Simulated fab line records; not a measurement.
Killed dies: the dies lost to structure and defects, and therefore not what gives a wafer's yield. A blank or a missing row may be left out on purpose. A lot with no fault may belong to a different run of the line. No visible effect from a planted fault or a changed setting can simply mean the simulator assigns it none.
Which tool did it? | flow sky130 | Sampling: 6 lots, 18 wafers, 2 of 708 route steps

## WHAT THE GAUGES READ, wafer by wafer
SKY_VIA1_CD_MEAS_12: target cd 150 nm.
lot  | measured     | on        | cd nm (nm)
L372 | day 35 11:18 | cd sem-02 | 146.1 143.8 144.3
L374 | day 35 16:01 | cd sem-01 | 146.8 147.3 147.2
L377 | day 36 09:22 | cd sem-02 | 149.8 151.5 149.9
L380 | day 37 11:56 | cd sem-01 | 152.6 149.6 150.7
L383 | day 38 07:13 | cd sem-01 | 152.3 152.6 150.8
L389 | day 40 08:19 | cd sem-01 | 148.5 149.6 150.0

## EACH LOT AND THE TOOL THAT RAN IT (in order: tool; ch and the chambers of the sampled wafers; start)
lot  | SKY_METAL1_ETCH_18
L372 | rie metal-02 ch 0, day 34 07:14
L374 | rie metal-03 ch 0,1, day 34 11:34
L377 | rie metal-03 ch 0,1, day 35 05:31
L380 | rie metal-04 ch 1, day 36 08:13
L383 | rie metal-04 ch 0, day 37 04:46
L389 | rie metal-02 ch 1, day 39 06:14
- SKY_METAL1_ETCH_18: etches BARC in N2/H2, stops on SiO2, time 45.9 s, target depth 60 nm.

## THE ANSWER, worked out from the rows above alone
Rule: the lots themselves supply what counts as usual. Put in order of their means at a reading, lots are off if they are a third of the lots or fewer, leave a main group of 4 or more, and stand apart from it by a gap of 3 or more times the standard deviation of the main group's means; of several such gaps the widest counts. Not used: any main group whose means are identical at the precision the tables above print for the reading. Also off: a lot with no number at a reading for which 4 or more lots have one. Where the step has rows for the other lots, those lots are counted as sound.
No lot is off on any of the readings shown, so nothing can be concluded from this.

## WHAT WAS PUT IN BY THE SIMULATOR
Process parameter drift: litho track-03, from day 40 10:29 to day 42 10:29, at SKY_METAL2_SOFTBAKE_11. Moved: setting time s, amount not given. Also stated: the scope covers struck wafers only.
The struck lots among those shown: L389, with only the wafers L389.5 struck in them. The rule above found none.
